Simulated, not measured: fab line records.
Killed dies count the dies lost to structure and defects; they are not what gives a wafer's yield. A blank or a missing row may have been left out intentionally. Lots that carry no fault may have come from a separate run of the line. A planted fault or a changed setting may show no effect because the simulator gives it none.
A lot that was struck, set against a sound lot :: flow sky130 :: 30 out of 708 route steps
Sound: the wafers L884.2, L884.5, L884.6. The struck wafers were L886.4, L886.5, L886.6. The cause is named last.
For every step that has rows: the tool of each side, followed by ch and its chambers, followed by its first start. Under that, the readings that differ: sound wafers :: struck wafers :: difference of the means :: sigmas: that difference in standard deviations of wafers without a fault.
alike: a reading whose means differ by less than 2 such deviations, as well as words and numbers matching on both sides. not compared: withheld readings; readings where some wafer has no value; bounds like >300 that might hide an equal value; numbers whose values overlap and for which the record gives no deviation.
A row with sigmas, a row that says differs or no value, or rows on one side alone: a step with any of these is where the two part. Numbers that don't overlap but have no deviation are shown without sigmas and don't part them. A reading missing from all wafers of one side parts the sides only when that side holds two or more wafers.

first, 5 steps without rows for these wafers: SKY_SONOS_ONO_COAT_08 (resist thk 1140 nm); SKY_SONOS_ONO_SOFTBAKE_09 (time 60 s); SKY_SONOS_ONO_EXPOSE_10 (exposes mask ONOM, target cd 410 nm); SKY_SONOS_ONO_PEB_11; SKY_SONOS_ONO_DEVELOP_12 (develop time 60 s).
SKY_SONOS_ONO_CD_MEAS_13: target cd 410 nm.
  sound: cdSem-01 at day 13 07:44; struck: cdSem-01 at day 14 01:46
reading: cdNm (nm)
sound: 411.4 413.3 411.2
struck: 405.3 405.7 406.5
difference: -6.1
sigmas: -3
SKY_SONOS_ONO_OVL_MEAS_14:
  sound: overlay-01 at day 13 07:50; struck: overlay-02 at day 14 01:51
  alike: SONOS_ONO_OVL
SKY_SONOS_ONO_ETCH_15: etches the open film in CHF3/O2, target depth 19.52 nm, time 7.8 s.
  sound on rieDiel-01 ch 2,3, day 13 07:52; struck on rieDiel-02 ch 0,1,3, day 14 01:52
  alike: drypumpMotorCurrentA, oesProductAu, throttleValvePct
  not compared: rfHoursCounterH
then, 1 step without rows for these wafers: SKY_SONOS_ONO_WET_ETCH_16 (etches SiO2 in dHF, target depth 14 nm, time 280 s).
SKY_SONOS_ONO_STRIP_17: strips in O2/N2.
  sound on plasmaAsher-02 ch 0,1, day 13 07:59; struck on plasmaAsher-02 ch 0,1, day 14 02:01
  alike: drypumpMotorCurrentA, o2FlowSccm, oesProductAu, stripTimeToEndpointS
  not compared: rfHoursCounterH
then, 2 steps without rows for these wafers: SKY_SONOS_ONO_WET_ETCH_18 (etches Si3N4 in H3PO4, target depth 15 nm, time 172 s); SKY_GATE_OXIDE_CLEAN_00 (cleans in SC1/SC2, time 150 s).
SKY_GATE_OXIDE_OXIDATION_01: stabilise 600 s, purge 300 s, target thk 10.268 nm.
  sound on furnace-02 ch 0, day 13 08:38; struck on furnace-02 ch 0, day 14 02:11
reading: oxTimeS (s)
sound: 1473 1473 1473
struck: 1973.8 1973.8 1973.8
difference: +500.8
sigmas: 

reading: model.SiO2_of_GATE_OXIDE_OXIDATION_01.thkNm (nm)
sound: 10.6 10.51 10.63
struck: 12.74 12.74 12.82
difference: +2.19
sigmas: 
  alike: spikeTcBottomC
SKY_GATE_OXIDE_THK_MEAS_02:
  sound: filmMetro-01 at day 13 10:03; struck: filmMetro-04 at day 14 03:38
reading: GATE_OXIDE_OXIDATION_00_THK (nm)
sound: 10.58 10.54 10.68
struck: 12.76 12.69 12.80
difference: +2.15
sigmas: +8
then, 7 steps without rows for these wafers: SKY_GATE_OXIDE_DEHYDRATE_03 (time 60 s); SKY_GATE_OXIDE_HMDS_04 (prime time 60 s); SKY_GATE_OXIDE_COAT_05 (resist thk 1140 nm); SKY_GATE_OXIDE_SOFTBAKE_06 (time 60 s); SKY_GATE_OXIDE_EXPOSE_07 (exposes mask LVOM, target cd 600 nm); SKY_GATE_OXIDE_PEB_08; SKY_GATE_OXIDE_DEVELOP_09 (develop time 60 s).
SKY_GATE_OXIDE_OVL_MEAS_10:
  sound: overlay-02 at day 14 11:49; struck: overlay-02 at day 15 05:29
  alike: GATE_OXIDE_OVL
then, 2 steps without rows for these wafers: SKY_GATE_OXIDE_IMPLANT_11; SKY_GATE_OXIDE_WET_ETCH_12 (etches SiO2 in dHF, target depth 16.8 nm, time 336 s).
SKY_GATE_OXIDE_STRIP_13: strips in O2/N2.
  sound on plasmaAsher-02 ch 0,1, day 14 12:07; struck on plasmaAsher-02 ch 0,1, day 15 05:47
  alike: drypumpMotorCurrentA, o2FlowSccm, oesProductAu, stripTimeToEndpointS
  not compared: rfHoursCounterH
SKY_GATE_OXIDE_TW_MEAS_14:
  sound: filmMetro-04 at day 14 12:13; struck: filmMetro-02 at day 15 05:53
  alike: GATE_OXIDE_TW
then, 1 step without rows for these wafers: SKY_GATE_OXIDE_CLEAN_15 (cleans in SC1/SC2, time 150 s).
SKY_GATE_OXIDE_OXIDATION_16: stabilise 600 s, purge 300 s, target thk 3.57 nm.
  sound on furnace-02 ch 0, day 14 12:32; struck on furnace-02 ch 0, day 15 06:15
reading: model.SiO2_of_GATE_OXIDE_OXIDATION_01.thkNm (nm)
sound: 11.96 11.87 11.99
struck: 13.96 13.95 14
difference: +2.03
sigmas: 
  alike: oxTimeS, spikeTcBottomC
then, 1 step without rows for these wafers: SKY_POLY_GATE_CVD_00 (deposits poly-Si, target thk 180 nm, time 720 s).
-- here the record skips 32 days between the struck wafers' starts before and after, leaving off in module POLY_GATE and picking up in module PAD_OPEN (first step shown: number 708 of the route) --
SKY_PAD_OPEN_PROBE_99:
  sound: prober-02 at day 46 07:25; struck: prober-02 at day 46 20:41
reading: killedAtFrontEnd
sound: 14 5 15
struck: 20 15 26
difference: +9
sigmas: +2

reading: model.etest.nfet_16v.rOnOhmUm
sound: 1.419e+04 1.418e+04 1.417e+04
struck: 1.52e+04 1.529e+04 1.526e+04
difference: +1.07e+03
sigmas: 

reading: model.etest.tipSonos.rsOhmSq
sound: 2851 2811 2816
struck: 3282 3333 3341
difference: +493
sigmas: 

reading: model.etest.pfetG5v0d10v5.rOnOhmUm
sound: 4833 4766 4793
struck: 5143 5268 5207
difference: +409
sigmas: 

reading: model.etest.nfetG5v0d10v5.rOnOhmUm
sound: 1929 1906 1924
struck: 2043 2067 2047
difference: +133
sigmas: 

reading: model.etest.nfetG5v0d10v5.driveUaUm
sound: 584.1 593.4 580.8
struck: 518.1 515.6 511.9
difference: -70.9
sigmas: 

reading: model.etest.nfet_05v0_nvt.driveUaUm
sound: 558.3 561.4 557.8
struck: 499.1 495.7 493.8
difference: -63.0
sigmas: 

reading: model.etest.pfetG5v0d10v5.driveUaUm
sound: 332.9 338.5 333
struck: 297.8 297.4 301.7
difference: -35.8
sigmas: 
  alike: killed_at_M0_to_M3, killed_at_M4_up, killedAtContacts, killedAtOther, killedDies, killedOpen, killedShort
  not compared: model.etest.pfet_16v.rOnOhmUm

== WHERE THEY PART ==
Earliest at SKY_SONOS_ONO_CD_MEAS_13; latest, in this record, at SKY_PAD_OPEN_PROBE_99.

WHY: what the simulator had put in
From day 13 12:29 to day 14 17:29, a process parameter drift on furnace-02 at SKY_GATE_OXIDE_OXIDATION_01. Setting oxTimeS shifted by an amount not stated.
